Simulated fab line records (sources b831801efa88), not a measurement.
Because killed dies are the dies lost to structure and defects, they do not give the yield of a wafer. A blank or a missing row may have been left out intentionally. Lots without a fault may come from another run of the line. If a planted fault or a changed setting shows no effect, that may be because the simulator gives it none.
Chamber matching	flow sky130	SKY_VIA3_CMP_24 on cmp-02: 4 sister chambers
The step polishes, stops on SiO2, t overpolish 20 s, target thk 0 nm. 8 wafers are shown with their chamber, then 7 later ones without.

EACH WAFER AND ITS CHAMBER
wafer	chamber	motorCurrentA (A)	timeToEndpointS (s)
L305.5	0	11.3	95
L307.2	3	13.5	91
L307.4	2	10.7	96
L308.2	1	10.0	103
L308.3	0	11.6	99
L308.6	1	10.1	103
L313.2	3	12.6	93
L313.3	2	10.3	94

WAFERS WITHOUT THEIR CHAMBER
wafer	motorCurrentA (A)	timeToEndpointS (s)
L313.6	12.8	93
L317.2	11.0	89
L317.4	10.2	97
L317.5	10.2	92
L320.1	11.7	96
L320.2	12.4	88
L320.4	10.0	95

WHICH CHAMBER EACH ONE RAN IN
wafer	from the rows above	in truth
L313.6	3	3
L317.2	can't be placed: 2 or 0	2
L317.4	2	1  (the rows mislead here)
L317.5	2	2
L320.1	0	0
L320.2	3	3
L320.4	2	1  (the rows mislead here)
4 of 7 placed correctly. Can't be placed from these rows: 1 (the true chamber is among the candidates in 1). 2 placed wrongly.
How it was worked out, from the rows above alone: a wafer's distance from a chamber is the root of the sum, over the readings, of the square of ((its reading less the chamber's mean) divided by the reading's scatter). The wafer belongs to the nearest chamber; if the next one is less than 2 further off, it can't be placed. Each chamber's mean is taken over the wafers shown for it. The scatter is the square root of a quotient: the sum, over the shown wafers, of each reading's squared deviation from its chamber's mean, divided by wafers minus chambers.
